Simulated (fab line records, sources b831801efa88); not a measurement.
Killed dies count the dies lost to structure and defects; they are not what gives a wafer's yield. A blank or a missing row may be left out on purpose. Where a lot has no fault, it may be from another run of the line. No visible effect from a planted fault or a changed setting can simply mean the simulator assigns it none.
Lot-split experiment + flow sfq-line + route with 325 steps; 5 lots, 23 wafers read

## SPLIT DETAILS
At SFQ_TRILAYER_I4_VIA_LITHO_COAT_103 (resist thk 650 nm), the setting spin-rpm was moved away from the recipe's 3000 rpm on 8 of the 23 wafers read, by +4.7% to +6.6%. The other wafers ran this setting at the recipe's value.

## FROM THE SPLIT TO THE READING: what the file shows between them, 3 steps
- SFQ_TRILAYER_I4_VIA_LITHO_SOFTBAKE_107
- SFQ_TRILAYER_I4_VIA_LITHO_EXPOSE_104: exposes mask I4, target cd 700 nm
- SFQ_TRILAYER_I4_VIA_LITHO_DEVELOP_105: time 60 s

## THE READING
KrF_of_TRILAYER_I4_VIA_LITHO_COAT_103.thk-nm (the simulator's own value, which no gauge read), in nm, at SFQ_TRILAYER_I4_VIA_BARC_OPEN_VIA_ETCH_146 (etches BARC in O2, target depth 125 nm, time 41.7 s). There is no usual value for it anywhere in the file. Average 574.0 nm, standard deviation 1.9 nm, over the 15 wafers here run with the recipe.

| wafer  | tool, chamber at the split | spin-rpm as run, rpm | against the recipe | KrF_of_TRILAYER_I4_VIA_LITHO_COAT_103.thk-nm, nm | against lot-mates on the recipe |
|--------|----------------------------|----------------------|--------------------|--------------------------------------------------|---------------------------------|
| L074.1 | litho-track-02, 0          | 3142                 | +4.7%              | 559.1                                            | -12.8                           |
| L074.2 | litho-track-02, 0          | 3142                 | +4.7%              | 559.4                                            | -12.5                           |
| L074.3 | litho-track-02, 0          | 3000                 | recipe             | 572.3                                            | -                               |
| L074.4 | litho-track-02, 0          | 3142                 | +4.7%              | 558.8                                            | -13.1                           |
| L074.5 | litho-track-02, 0          | 3000                 | recipe             | 571.5                                            | -                               |
| L077.1 | litho-track-03, 0          | 3000                 | recipe             | 574.1                                            | -                               |
| L077.2 | litho-track-03, 0          | 3199                 | +6.6%              | 554.2                                            | -19.0                           |
| L077.3 | litho-track-03, 0          | 3000                 | recipe             | 572.3                                            | -                               |
| L077.4 | litho-track-03, 0          | 3199                 | +6.6%              | 554.8                                            | -18.4                           |
| L077.5 | litho-track-03, 0          | 3199                 | +6.6%              | 553.6                                            | -19.6                           |
| L078.2 | litho-track-03, 0          | 3000                 | recipe             | 577.2                                            | -                               |
| L078.3 | litho-track-03, 0          | 3000                 | recipe             | 575.8                                            | -                               |
| L078.4 | litho-track-03, 0          | 3000                 | recipe             | 576.1                                            | -                               |
| L078.5 | litho-track-03, 0          | 3163                 | +5.4%              | 557.8                                            | -18.6                           |
| L078.6 | litho-track-03, 0          | 3163                 | +5.4%              | 559.2                                            | -17.2                           |
| L079.1 | litho-track-03, 0          | 3000                 | recipe             | 572.7                                            | -                               |
| L079.2 | litho-track-03, 0          | 3000                 | recipe             | 574.3                                            | -                               |
| L079.3 | litho-track-03, 0          | 3000                 | recipe             | 571.2                                            | -                               |
| L079.5 | litho-track-03, 0          | 3000                 | recipe             | 571.7                                            | -                               |
| L079.6 | litho-track-03, 0          | 3000                 | recipe             | 573.9                                            | -                               |
| L081.1 | litho-track-04, 0          | 3000                 | recipe             | 574.9                                            | -                               |
| L081.4 | litho-track-04, 0          | 3000                 | recipe             | 576.3                                            | -                               |
| L081.6 | litho-track-04, 0          | 3000                 | recipe             | 575.3                                            | -                               |

THE FIT
A straight line over all 23 wafers: KrF_of_TRILAYER_I4_VIA_LITHO_COAT_103.thk-nm changes by -2.99 nm for each +1% of spin-rpm; r = -0.98; the points scatter about the line by 1.7 nm.
The same after taking each lot's own level away (the mean of its wafers on the recipe; 23 wafers): -2.92 nm for each +1%; r = -0.99; scatter 1.1 nm.
Per that fit: largest spin-rpm move, reading shift of 19 nm.
Measured against the standard deviation above, the lots' own levels, which go from 571.90 to 576.37 nm, span 2.4 times it.
Hence the lot-to-lot level has little effect on the slope; both slopes agree.
Check: with one of the wafers moved furthest among these (+6.6%) left out of the fit, the line predicts -19.4 nm for it against its lot-mates. Against them it came out at -19 nm.

## OTHER SPLITS APPLIED TO THESE WAFERS
These wafers also went through other splits before the reading. Each is held against what the fit with the lots' levels taken away leaves over:
| other split on the same wafers                    | wafers away from the commonest value | r with KrF_of_TRILAYER_I4_VIA_LITHO_COAT_103.thk-nm (lot level and that fit taken away) |
|---------------------------------------------------|--------------------------------------|-----------------------------------------------------------------------------------------|
| SFQ_TRILAYER_I1_VIA_BARC_OPEN_VIA_ETCH_071 bias-w | 4                                    | -0.02                                                                                   |
| SFQ_TRILAYER_M2_LITHO_COAT_062 spin-rpm           | 11                                   | -0.02                                                                                   |
| SFQ_TRILAYER_M2_ETCH_METAL_ETCH_060 icp-w         | 4                                    | -0.40                                                                                   |
| SFQ_TRILAYER_I2_VIA_LITHO_COAT_067 spin-rpm       | 10                                   | -0.21                                                                                   |
| SFQ_TRILAYER_I2_VIA_BARC_OPEN_VIA_ETCH_096 bias-w | 11                                   | -0.06                                                                                   |
| SFQ_TRILAYER_I3_VIA_LITHO_COAT_090 spin-rpm       | 7                                    | -0.17                                                                                   |
| SFQ_TRILAYER_M4_LITHO_COAT_098 spin-rpm           | 5                                    | +0.12                                                                                   |
| SFQ_TRILAYER_I4_DEP_PECVD_099 time-s              | 12                                   | +0.14                                                                                   |

## THE WHOLE CHAIN: every reading that the file lists as answering this split, in the file's order
| step                                       | what it does                                        | reading                                                                                       | change (the file's fit)              | r (the file's) |
|--------------------------------------------|-----------------------------------------------------|-----------------------------------------------------------------------------------------------|--------------------------------------|----------------|
| SFQ_TRILAYER_I4_VIA_LITHO_COAT_103         | resist thk 650 nm                                   | KrF_of_TRILAYER_I4_VIA_LITHO_COAT_103.thk-nm (the simulator's own value, which no gauge read) | -2.92 nm for each +1% of the setting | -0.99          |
| SFQ_TRILAYER_I4_VIA_BARC_OPEN_VIA_ETCH_146 | etches BARC in O2, target depth 125 nm, time 41.7 s | KrF_of_TRILAYER_I4_VIA_LITHO_COAT_103.thk-nm (the simulator's own value, which no gauge read) | -2.96 nm for each +1% of the setting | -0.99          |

## FILE'S OWN FIT
KrF_of_TRILAYER_I4_VIA_LITHO_COAT_103.thk-nm changes by -2.96 nm for each +1% of spin-rpm, r = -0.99.
